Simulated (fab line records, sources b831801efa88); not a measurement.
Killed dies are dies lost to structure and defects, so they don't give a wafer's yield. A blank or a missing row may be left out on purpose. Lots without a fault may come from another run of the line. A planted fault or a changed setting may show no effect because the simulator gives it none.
A struck lot beside a sound one | flow sky130 | 17 steps out of a route of 708
Sound: wafers L544.2, L544.3, L544.5. Struck: wafers L556.1, L556.4, L556.6. The cause comes at the end.
At each step with rows: each side's tool, then ch and its chambers, then its first start. Under that, the readings that differ: sound wafers | struck wafers | difference of the means | sigmas: that difference in standard deviations of wafers without a fault.
alike: readings whose means differ by less than 2 such deviations, and words and numbers that are the same on both sides. not compared: withheld readings, readings that some wafer has no value for, bounds like >300 that may hide the same value, and numbers for which the record gives no deviation and whose values overlap.
The two part at a step that has a row with sigmas, a row that says differs or no value, or rows on one side only. Numbers that don't overlap but have no deviation are shown without sigmas and don't part them. A reading that every wafer of one side lacks parts them only if that side has two wafers or more.

first, 5 steps without rows for these wafers: SKY_FIELD_ISO_WET_ETCH_28 (etches SiO2 in dHF, target depth 23.7 nm, time 47 s); SKY_FIELD_ISO_WET_ETCH_29 (etches Si3N4 in H3PO4, target depth 160 nm, time 1825 s); SKY_FIELD_ISO_WET_ETCH_30 (etches SiO2 in dHF, target depth 25 nm, time 50 s); SKY_NWELL_CLEAN_00 (cleans in SC1/SC2, time 150 s); SKY_NWELL_OXIDATION_01 (stabilise 600 s, purge 300 s, target thk 10 nm).
SKY_NWELL_THK_MEAS_02:
  sound on film_metro-03, day 3 17:01; struck on film_metro-01, day 6 13:40
  alike: NWELL_OXIDATION_THK
then, 6 steps without rows for these wafers: SKY_DNWELL_DEHYDRATE_00 (time 60 s); SKY_DNWELL_HMDS_01 (prime time 60 s); SKY_DNWELL_COAT_02 (resist thk 3000 nm); SKY_DNWELL_SOFTBAKE_03; SKY_DNWELL_EXPOSE_04 (exposes mask DNM, target cd 3000 nm); SKY_DNWELL_PEB_05.
SKY_DNWELL_DEVELOP_06: develop time 60 s.
  sound on litho_track-03 ch 0, day 4 09:00; struck on litho_track-03, day 7 07:00
  no value came back on the struck wafers for chill_plate_temp_C (C), develop_time_s (s); on the sound wafers chill_plate_temp_C (C) reads 22.93 22.90 22.86
then, 1 step without rows for these wafers: SKY_DNWELL_IMPLANT_07.
SKY_DNWELL_STRIP_08: strips in O2/N2.
  sound on plasma_asher-04 ch 0, day 4 09:57; struck on plasma_asher-01 ch 0,1, day 7 07:57
  alike: drypump_motor_current_A, oes_product_au, strip_time_to_endpoint_s
  not compared: rf_hours_counter_h
SKY_DNWELL_TW_MEAS_09:
  sound on film_metro-01, day 4 10:04; struck on film_metro-04, day 7 08:03
  reading   | sound          | struck   | difference | sigmas
  DNWELL_TW | 1100 1101 1105 | 30 30 30 | -1072      | -97
then, 1 step without rows for these wafers: SKY_PWDE_DEHYDRATE_00 (time 60 s).

WHERE THEY PART
First at SKY_DNWELL_DEVELOP_06; last, within this record, at SKY_DNWELL_TW_MEAS_09.

WHY: what the simulator had put in
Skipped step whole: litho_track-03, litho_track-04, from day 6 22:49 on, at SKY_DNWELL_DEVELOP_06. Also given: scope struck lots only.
